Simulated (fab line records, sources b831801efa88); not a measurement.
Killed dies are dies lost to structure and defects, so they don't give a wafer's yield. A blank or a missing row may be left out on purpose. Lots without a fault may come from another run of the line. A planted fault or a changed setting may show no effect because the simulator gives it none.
fab line records | flow sky130 | part 2 of 2: steps 28 to 39 of 39
record lots=5 wafers=15 last_day=50
route steps=708 shown CAP2M@617 METAL4@621 VIA4@639
lots that met no fault: from a run of the same line without faults
start_h: hours from the record's first day to the start of the lot's first wafer shown | wait_h: hours since the lot's step before | " the same as in the row above | L1.1+2: a row that stands for several wafers | - no value, or no start given | * or withheld: withheld | < > ~ a bound
route shown NAME@n: a module of which the file shows steps, and the number in the route of the first | usual: mean/standard deviation of fault-free wafers | same: alike in all rows | chamber/n: place in a boat | sites: the reading at each site | _std_site: their standard deviation | _edge_site: outer sites' mean less inner sites' | radius_mm: how far each site lies from the wafer's centre | mask NAME#n: copy n | behind: the tool/chamber that last shaped the wafer | hold: why the lot was held/for how many hours/how that ended | device: the transistor (n, p or np) that didn't switch | end of line: the same wafers' tests at the end of the route | a step without rows: its recipe alone | killed: dies lost to structure and defects at the first sort, not the wafer's yield | map: a wafer's dies, x killed, . not, _ none there
set.NAME: the setting as run; set.NAME@STEP: as run at that earlier step | model.NAME: the simulator's own value behind a step, which no gauge read
lots at some steps of the route; a table a step, a row a wafer
services: from which hour (start_h, from the record's first day; less than 0 if before it) a tool's chamber was out of use, for how many hours, and why
## steps
# step SKY_VIA4_HMDS_05
# recipe prime_time_s=60 prime_temp_c=120
# columns lot.wafer tool chamber start_h wait_h
L076.1+3+4 litho_track-04 0 1035.30 0.1
L078.1+4+5 litho_track-03 0 1047.00 0.1
L087.1+3+5 litho_track-04 0 1101.46 0.1
L086.2+4+5 litho_track-03 0 1101.52 0.1
L093.1+4+6 litho_track-02 0 1132.53 0.1
# step SKY_VIA4_COAT_06
# recipe resist=NOVOLAK spin_rpm=3000 resist_thk_nm=1140
# usual dispense_pressure_kPa=47.5/1.2
# columns lot.wafer tool chamber start_h wait_h dispense_pressure_kPa
L076.1 litho_track-04 0 1035.45 0.1 48.7
L076.3 " 0 " " 48.7
L076.4 " 0 " " 48.7
L078.1 litho_track-03 0 1047.15 0.1 45.6
L078.4 " 0 " " 45.6
L078.5 " 0 " " 45.6
L087.1 litho_track-04 0 1101.61 0.1 48.7
L087.3 " 0 " " 48.7
L087.5 " 0 " " 48.7
L086.2 litho_track-03 0 1101.67 0.1 45.6
L086.4 " 0 " " 45.6
L086.5 " 0 " " 45.6
L093.1 litho_track-02 0 1132.68 0.1 47.9
L093.4 " 0 " " 47.9
L093.6 " 0 " " 47.9
# step SKY_VIA4_SOFTBAKE_07
# recipe temp_c=90 time_s=60 resist=NOVOLAK
# same time_s=60
# columns lot.wafer tool chamber start_h wait_h
L076.1+3+4 litho_track-04 0 1035.60 0.1
L078.1+4+5 litho_track-03 0 1047.30 0.1
L087.1+3+5 litho_track-04 0 1101.76 0.1
L086.2+4+5 litho_track-03 0 1101.82 0.1
L093.1+4+6 litho_track-02 0 1132.83 0.1
# step SKY_VIA4_EXPOSE_08
# recipe mask_id=VIM4 na=0.6 source_shape=conventional sigma_outer=0.6 polarization=unpolarized target_cd_nm=800 dose_mj=132
# columns lot.wafer tool chamber start_h wait_h mask
L076.1+3+4 iline_stepper-02 0 - - VIM4#0
L078.1+4+5 iline_stepper-01 0 - - VIM4#0
L087.1+3+5 iline_stepper-01 0 - - VIM4#0
L086.2+4+5 iline_stepper-02 0 - - VIM4#0
L093.1+4+6 iline_stepper-02 0 - - VIM4#0
# step SKY_VIA4_PEB_09
# recipe temp_c=withheld time_s=* resist=NOVOLAK
# same time_s=*
# columns lot.wafer tool chamber start_h wait_h
L076.1+3+4 litho_track-03 0 - -
L078.1+4+5 litho_track-03 0 - -
L087.1+3+5 litho_track-03 0 - -
L086.2+4+5 litho_track-04 0 - -
L093.1+4+6 litho_track-03 0 - -
# step SKY_VIA4_DEVELOP_10
# recipe resist=NOVOLAK developer=TMAH develop_time_s=60 dev_temp_c=23.58
# columns lot.wafer tool chamber start_h wait_h
L076.1+3+4 litho_track-03 0 1047.60 0.1
L078.1+4+5 litho_track-03 0 1058.05 0.1
L087.1+3+5 litho_track-03 0 1112.20 0.1
L086.2+4+5 litho_track-04 0 1112.23 0.1
L093.1+4+6 litho_track-03 0 1142.45 0.1
# step SKY_VIA4_OVL_MEAS_11
# usual VIA4_OVL=1.3/1.5
# columns lot.wafer tool chamber start_h wait_h VIA4_OVL[nm]
L076.1 overlay-01 - 1047.75 0.1 1.8
L076.3 " - " " 0.0
L076.4 " - " " 1.3
L078.1 overlay-02 - 1058.20 0.1 0.5
L078.4 " - " " 1.8
L078.5 " - " " 1.0
L087.1 overlay-02 - 1112.35 0.1 3.3
L087.3 " - " " 2.6
L087.5 " - " " 1.8
L086.2 overlay-01 - 1112.36 0.1 -0.2
L086.4 " - " " -0.8
L086.5 " - " " 0.9
L093.1 overlay-02 - 1142.60 0.1 1.4
L093.4 " - " " 1.8
L093.6 " - " " 4.4
# step SKY_VIA4_ETCH_12
# recipe target=SiO2 chemistry=C4F8/O2/Ar stop_on=TiN mask_material=NOVOLAK source_w=1500 bias_w=1200 pressure_mtorr=40 c4f8_flow_sccm=withheld O2_flow_sccm=6 Ar_flow_sccm=300 time_s=withheld target_depth_a=5800
# usual bias_w=1200/3.5 oes_product_au=0.927/0.0048
# columns lot.wafer tool chamber start_h wait_h bias_w oes_product_au
L076.1 rie_diel-01 2 1047.79 0.0 1198 0.924
L076.3 " 1 " " 1196 0.921
L076.4 " 0 " " 1204 0.926
L078.1 rie_diel-01 0 1058.24 0.0 1195 0.926
L078.4 " 3 " " 1195 0.923
L078.5 " 1 " " 1190 0.930
L087.1 rie_diel-01 1 1112.39 0.0 1201 0.924
L087.3 " 0 " " 1198 0.933
L087.5 " 2 " " 1195 0.923
L086.2 rie_diel-02 2 1112.39 0.0 1209 0.917
L086.4 " 0 " " 1208 0.925
L086.5 " 1 " " 1202 0.927
L093.1 rie_diel-02 1 1142.64 0.0 1203 0.926
L093.4 " 2 " " 1202 0.925
L093.6 " 0 " " 1199 0.928
# step SKY_VIA4_STRIP_13
# recipe chemistry=O2/N2 power_w=1400 pressure_mtorr=1500 platen_temp_c=withheld o2_flow_sccm=3000 n2_flow_sccm=300 overash_fraction=0.5
# usual drypump_motor_current_A=5.8/0.4 oes_product_au=0.710/0.0047 strip_time_to_endpoint_s=12.802/0.028
# columns lot.wafer tool chamber start_h wait_h drypump_motor_current_A oes_product_au rf_hours_counter_h strip_time_to_endpoint_s
L076.1 plasma_asher-04 0 1047.86 - 6.1 0.710 61 12.796
L076.3 " 0 " " 6.2 0.717 - 12.832
L076.4 " 1 " " 5.7 0.703 - 12.803
L078.1 plasma_asher-01 1 1058.31 - 5.7 0.702 31 12.827
L078.4 " 0 " " 5.0 0.701 - 12.810
L078.5 " 0 " " 5.0 0.709 - 12.826
L087.1 plasma_asher-02 0 1112.46 - 5.7 0.709 92 12.803
L087.3 " 1 " " 6.3 0.709 - 12.791
L087.5 " 0 " " 5.7 0.706 - 12.780
L086.2 plasma_asher-01 0 1112.46 - 5.0 0.709 36 12.792
L086.4 " 0 " " 5.0 0.715 - 12.847
L086.5 " 1 " " 5.7 0.709 - 12.778
L093.1 plasma_asher-02 0 1142.71 - 5.7 0.716 95 12.820
L093.4 " 1 " " 6.3 0.706 - 12.774
L093.6 " 1 " " 6.3 0.715 - 12.825
# step SKY_VIA4_STRIP_14
# recipe chemistry=post_etch_residue_remover time_s=1200 temp_c=72.5
# usual temp_c=72.48/0.13
# same time_s=1200
# columns lot.wafer tool chamber start_h wait_h temp_c
L076.1 wet_bench-03 0 1047.96 0.1 72.58
L076.3 " 0 " " 72.76
L076.4 " 0 " " 72.51
L078.1 wet_bench-02 1 1058.41 0.1 72.59
L078.4 " 1 " " 72.71
L078.5 " 1 " " 72.68
L087.1 wet_bench-02 0 1112.56 0.1 72.46
L087.3 " 0 " " 72.63
L087.5 " 0 " " 72.49
L086.2 wet_bench-03 1 1112.56 0.1 72.42
L086.4 " 1 " " 72.44
L086.5 " 1 " " 72.45
L093.1 wet_bench-04 0 1142.86 0.1 72.27
L093.4 " 0 " " 72.44
L093.6 " 0 " " 72.17
# step SKY_VIA4_CLEAN_15
# recipe chemistry=IPA time_s=180 temp_c=25
# usual temp_c=25.00/0.1
# same time_s=180
# columns lot.wafer tool chamber start_h wait_h temp_c
L076.1 wet_bench-03 3 1048.33 0.0 25.08
L076.3 " 3 " " 25.13
L076.4 " 3 " " 24.96
L078.1 wet_bench-04 2 1058.75 0.0 25.11
L078.4 " 2 " " 24.94
L078.5 " 2 " " 25.08
L087.1 wet_bench-04 3 1112.90 0.0 25.00
L087.3 " 3 " " 25.00
L087.5 " 3 " " 24.97
L086.2 wet_bench-02 1 1112.91 0.0 24.99
L086.4 " 1 " " 25.01
L086.5 " 1 " " 25.03
L093.1 wet_bench-03 1 1143.23 0.0 24.93
L093.4 " 1 " " 25.11
L093.6 " 1 " " 24.95
# step SKY_VIA4_CLEAN_16
# recipe chemistry=O3/DIW dry=n2_spin
# columns lot.wafer tool chamber start_h wait_h
L076.1+3+4 wet_bench-03 0 1048.39 0.0
L078.1+4+5 wet_bench-03 2 1058.81 0.0
L087.1+3+5 wet_bench-03 1 1112.96 0.0
L086.2+4+5 wet_bench-04 3 1112.96 0.0
L093.1+4+6 wet_bench-03 1 1143.30 0.0
## services
# columns tool chamber start_h hours kind
wet_bench-01 - 981.45 4.9 repair
rie_diel-02 1 997.26 3.1 repair
rie_diel-03 3 999.19 5.2 repair
wet_bench-01 - 1000.40 1.9 pm
rie_diel-03 1 1001.47 14.9 repair
rie_diel-03 3 1006.94 6.8 repair
krf_scanner-02 - 1015.76 4.0 pm
krf_scanner-02 - 1027.56 0.8 pm
rie_diel-03 - 1046.18 28.1 pm
iline_stepper-02 - 1050.74 1.7 pm
cmp-01 - 1066.94 6.1 repair
plasma_asher-02 - 1067.98 1.8 repair
rie_metal-03 1 1070.80 5.4 repair
rie_metal-02 - 1072.67 2.8 pm
rie_diel-03 2 1074.82 23.1 repair
cmp-01 - 1084.28 4.0 pm
rie_diel-01 3 1093.81 3.5 repair
rie_diel-01 1 1096.11 12.4 repair
plasma_asher-02 - 1102.45 1.2 repair
rie_metal-04 - 1104.93 0.3 repair
krf_scanner-02 - 1105.74 0.8 pm
rie_metal-04 - 1111.36 2.0 repair
rie_diel-01 3 1132.41 3.4 repair
rie_metal-02 0 1134.84 3.6 repair
